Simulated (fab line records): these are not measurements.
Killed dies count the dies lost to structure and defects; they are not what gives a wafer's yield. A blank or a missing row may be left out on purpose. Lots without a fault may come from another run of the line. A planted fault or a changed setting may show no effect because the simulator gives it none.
Which tool was responsible? ; flow gf180mcu ; 24 lots, 72 wafers sampled, at 6 steps of a route of 602

WHAT THE GAUGES READ, wafer by wafer
GF_HV_LDD_OVL_MEAS_20.
lot;measured;on;HV_LDD_01_OVL (nm)
L074;day 10 11:13;overlay-01;0.4 -0.9 -0.1
L075;day 10 19:31;overlay-02;0.9 0.5 -1.8
L076;day 11 06:29;overlay-01;-1.5 0.9 0.5
L077;day 11 11:15;overlay-01;-0.2 -1.6 -1.6
L078;day 11 21:01;overlay-01;0.5 0.6 -0.4
L079;day 12 09:52;overlay-01;0.1 1.0 0.5
L080;day 12 18:15;overlay-01;0.6 0.0 -0.5
L081;day 13 02:38;overlay-02;0.2 0.6 2.0
L082;day 13 07:39;overlay-02;-2.2 0.1 -2.4
L083;day 13 14:03;overlay-01;0.7 0.8 -1.5
L084;day 13 19:02;overlay-02;1.1 0.5 2.0
L085;day 14 07:50;overlay-02;-2.4 0.3 0.3
L086;day 14 12:42;overlay-02;1.5 -0.7 -0.7
L087;day 14 22:59;overlay-01;-0.9 -2.1 -1.9
L088;day 15 04:14;overlay-01;3.2 0.2 2.2
L089;day 15 13:07;overlay-01;0.0 -0.6 0.0
L090;day 15 16:13;overlay-02;0.8 0.3 0.4
L091;day 16 03:30;overlay-01;-0.6 1.8 0.0
L092;day 16 16:32;overlay-02;-0.4 0.9 -2.7
L093;day 16 22:19;overlay-01;1.1 -1.6 -0.7
L094;day 17 00:15;overlay-01;1.2 -0.6 -0.4
L095;day 17 11:00;overlay-02;0.2 0.5 0.6
L096;day 17 19:34;overlay-01;0.2 0.2 -0.7
L097;day 18 04:44;overlay-02;1.6 -0.4 -0.5

GF_NSD_TW_MEAS_12.
lot;measured;on;NSD_TW
L074;day 13 01:43;film metro-04;4236 4232 4218
L075;day 13 11:49;film metro-01;4160 4190 4171
L076;day 13 23:22;film metro-04;4222 4224 4233
L077;day 14 05:40;film metro-02;4233 4283 4258
L078;day 14 13:51;film metro-01;4207 4200 4198
L079;day 15 04:57;film metro-04;4210 4193 4201
L080;day 15 13:56;film metro-01;4207 4185 4176
L081;day 15 22:41;film metro-01;4174 4176 4174
L082;day 16 04:14;film metro-04;4199 4234 4203
L083;day 16 10:58;film metro-01;4179 4211 4191
L084;day 16 15:50;film metro-04;4219 4220 4223
L085;day 17 06:46;film metro-01;4177 4185 4165
L086;day 17 10:59;film metro-04;4214 4223 4212
L087;day 17 20:52;film metro-02;4304 4311 4314
L088;day 18 03:40;film metro-02;4339 4339 4327
L089;day 18 13:44;film metro-02;4298 4323 4312
L090;day 18 17:28;film metro-04;4202 4234 4240
L091;day 19 04:32;film metro-02;4274 4295 4319
L092;day 19 19:46;film metro-01;4224 4218 4213
L093;day 20 01:10;film metro-02;4285 4328 4323
L094;day 20 02:38;film metro-01;4191 4178 4201
L095;day 20 15:36;film metro-02;4319 4322 4289
L096;day 20 22:46;film metro-02;4303 4280 4286
L097;day 21 08:31;film metro-04;4220 4212 4194

GF_SALICIDE_RS_MEAS_04: measures by four-point-probe.
lot;measured;on;SALICIDE_TIN_RS (ohm/sq)
L074;day 14 20:45;film metro-02;15.92 15.99 16.16
L075;day 15 07:14;film metro-04;16.25 15.79 16.43
L076;day 15 18:40;film metro-02;16.01 15.88 16.07
L077;day 16 00:59;film metro-04;16.53 16.21 16.12
L078;day 16 10:55;film metro-03;16.14 16.51 16.20
L079;day 17 01:59;film metro-04;15.99 15.91 16.00
L080;day 17 12:28;film metro-02;16.33 16.35 16.29
L081;day 17 19:44;film metro-03;15.91 15.94 16.07
L082;day 18 01:50;film metro-02;16.14 16.46 16.15
L083;day 18 08:47;film metro-04;15.99 16.51 16.61
L084;day 18 14:05;film metro-04;16.42 16.25 16.11
L085;day 19 06:17;film metro-02;15.98 15.83 15.98
L086;day 19 10:24;film metro-03;16.46 16.19 16.22
L087;day 19 21:14;film metro-02;16.14 15.89 15.97
L088;day 20 04:31;film metro-04;15.92 16.02 15.83
L089;day 20 14:34;film metro-02;15.94 15.99 15.81
L090;day 20 18:34;film metro-03;16.17 16.01 16.21
L091;day 21 05:50;film metro-02;15.94 16.23 16.01
L092;day 21 21:13;film metro-04;15.69 15.66 15.55
L093;day 22 02:13;film metro-03;15.95 15.87 16.21
L094;day 22 03:19;film metro-03;16.15 16.71 15.83
L095;day 22 16:22;film metro-04;16.14 16.26 16.33
L096;day 23 00:25;film metro-04;15.91 15.93 15.98
L097;day 23 09:40;film metro-04;15.90 16.19 16.51

GF_TOP_METAL_CD_MEAS_14 targets a cd of 440 nm.
lot;measured;on;cd nm (nm)
L074;day 27 17:49;cd sem-01;439.5 438.7 437.9
L075;day 28 05:01;cd sem-01;439.8 439.9 438.3
L076;day 28 17:20;cd sem-02;441.5 443.5 442.0
L077;day 28 20:13;cd sem-01;439.3 441.4 442.1
L078;day 29 05:13;cd sem-02;439.5 439.7 439.1
L079;day 29 20:49;cd sem-02;441.1 439.5 441.7
L080;day 30 05:44;cd sem-01;440.0 442.0 441.9
L081;day 30 10:58;cd sem-02;439.6 439.6 440.1
L082;day 30 14:02;cd sem-01;439.0 438.0 437.6
L083;day 30 17:33;cd sem-01;443.6 442.9 442.2
L084;day 31 04:01;cd sem-01;439.1 440.9 439.6
L085;day 31 11:37;cd sem-01;439.7 438.8 439.2
L086;day 31 13:57;cd sem-02;440.0 439.8 439.9
L087;day 32 01:34;cd sem-02;439.4 436.1 438.9
L088;day 32 05:07;cd sem-02;438.7 438.7 438.6
L089;day 32 10:11;cd sem-01;439.9 441.2 438.7
L090;day 32 16:11;cd sem-02;440.9 440.5 439.9
L091;day 32 22:24;cd sem-02;445.3 444.1 444.7
L092;day 33 11:44;cd sem-02;441.3 439.7 442.3
L093;day 33 12:22;cd sem-01;440.6 437.4 437.5
L094;day 33 15:26;cd sem-01;437.8 436.7 440.1
L095;day 33 20:23;cd sem-02;442.2 441.0 440.6
L096;day 34 04:11;cd sem-01;439.1 441.6 437.8
L097;day 34 07:40;cd sem-01;438.3 438.2 436.4

TOOL THAT RAN EACH LOT (tool first, then ch and the chambers of the sampled wafers, then the start)
lot;GF_SALICIDE_SPUTTER_02;GF_V3_CVD_23
L074;pvd sputter-01, day 14 20:41;cvd w-02 ch 0,1, day 22 01:11
L075;pvd sputter-01, day 15 07:10;cvd w-02 ch 0,1, day 22 13:25
L076;pvd sputter-03, day 15 18:36;cvd w-02 ch 0,1, day 23 01:07
L077;pvd sputter-03, day 16 00:55;cvd w-02 ch 0,1, day 23 08:16
L078;pvd sputter-03, day 16 10:52;cvd w-02 ch 0,1, day 23 16:47
L079;pvd sputter-04, day 17 01:56;cvd w-01 ch 0,1, day 24 11:47
L080;pvd sputter-03, day 17 12:24;cvd w-02 ch 0,1, day 24 20:35
L081;pvd sputter-04, day 17 19:39;cvd w-02 ch 0, day 25 03:00
L082;pvd sputter-03, day 18 01:46;cvd w-01 ch 0,1, day 25 08:42
L083;pvd sputter-01, day 18 08:41;cvd w-01 ch 0,1, day 25 13:04
L084;pvd sputter-01, day 18 14:02;cvd w-02 ch 0,1, day 26 00:47
L085;pvd sputter-01, day 19 06:12;cvd w-01 ch 1, day 26 10:08
L086;pvd sputter-03, day 19 10:18;cvd w-02 ch 0,1, day 26 13:01
L087;pvd sputter-03, day 19 21:11;cvd w-02 ch 0,1, day 27 01:53
L088;pvd sputter-01, day 20 04:28;cvd w-01 ch 0,1, day 27 05:44
L089;pvd sputter-01, day 20 14:30;cvd w-02 ch 0,1, day 27 14:12
L090;pvd sputter-03, day 20 18:30;cvd w-02 ch 0,1, day 27 20:16
L091;pvd sputter-04, day 21 05:45;cvd w-01 ch 0,1, day 28 03:25
L092;pvd sputter-01, day 21 21:09;cvd w-01 ch 0,1, day 28 19:05
L093;pvd sputter-01, day 22 02:10;cvd w-02 ch 0,1, day 28 20:16
L094;pvd sputter-03, day 22 03:15;cvd w-02 ch 0,1, day 28 22:46
L095;pvd sputter-04, day 22 16:18;cvd w-01 ch 0,1, day 29 06:15
L096;pvd sputter-04, day 23 00:21;cvd w-02 ch 0,1, day 29 14:44
L097;pvd sputter-03, day 23 09:37;cvd w-02 ch 0,1, day 29 21:06
- GF_SALICIDE_SPUTTER_02: material Co, target thk 10 nm, time 20 s.
- GF_V3_CVD_23: deposits W, target thk 350 nm, time 104.9 s.

WHAT THE TOOLS THEMSELVES READ (means of the sampled wafers that have a number; where no wafer has one, the mark that the record gives instead)
GF_SALICIDE_SPUTTER_02.
lot;tool;throttle valve pct (%)
L074;pvd sputter-01;29.8
L075;pvd sputter-01;30.2
L076;pvd sputter-03;29.6
L077;pvd sputter-03;29.0
L078;pvd sputter-03;29.1
L079;pvd sputter-04;30.6
L080;pvd sputter-03;28.5
L081;pvd sputter-04;31.0
L082;pvd sputter-03;29.8
L083;pvd sputter-01;30.0
L084;pvd sputter-01;29.7
L085;pvd sputter-01;29.9
L086;pvd sputter-03;28.7
L087;pvd sputter-03;29.9
L088;pvd sputter-01;29.8
L089;pvd sputter-01;29.8
L090;pvd sputter-03;29.0
L091;pvd sputter-04;31.5
L092;pvd sputter-01;29.6
L093;pvd sputter-01;29.8
L094;pvd sputter-03;29.5
L095;pvd sputter-04;31.5
L096;pvd sputter-04;30.7
L097;pvd sputter-03;29.7

GF_V3_CVD_23.
lot;tool;heater power outer w (W);heater power w (W);susceptor temp C (C)
L074;cvd w-02;581;965;399.92
L075;cvd w-02;581;963;400.32
L076;cvd w-02;580;940;399.68
L077;cvd w-02;573;965;399.85
L078;cvd w-02;562;919;399.75
L079;cvd w-01;544;916;399.92
L080;cvd w-02;563;910;400.01
L081;cvd w-02;602;1002;399.86
L082;cvd w-01;553;917;399.98
L083;cvd w-01;543;891;399.96
L084;cvd w-02;555;921;399.86
L085;cvd w-01;563;943;399.65
L086;cvd w-02;565;926;399.95
L087;cvd w-02;560;913;400.04
L088;cvd w-01;559;925;399.96
L089;cvd w-02;580;946;400.18
L090;cvd w-02;579;961;399.90
L091;cvd w-01;557;917;400.06
L092;cvd w-01;555;935;399.97
L093;cvd w-02;559;914;400.19
L094;cvd w-02;564;924;400.15
L095;cvd w-01;554;928;399.95
L096;cvd w-02;556;921;400.08
L097;cvd w-02;583;963;399.70

THE ANSWER, worked out from the rows above alone
Rule: usual is defined by the lots themselves. Put in order of their means at a reading, lots are off if they are a third of the lots or fewer, leave a main group of 4 or more, and stand apart from it by a gap of 3 or more times the standard deviation of the main group's means; of several such gaps the widest counts. The tables above print the reading to a certain number of digits; a main group whose means all agree to those digits is not used. A lot without any number at a reading at which 4 lots or more have one is off too. Where the step has rows for the other lots, those lots are counted as sound. Order of review: gauges by route order, followed by the tools' own readings, for which a lot's mean as printed above is used. At the first step where some lot is off, the reading lying furthest off is the one used; lots without a number count as furthest.
No lot is off at any reading shown: from this, nothing can be told.

WHAT THE SIMULATOR HAD INSERTED
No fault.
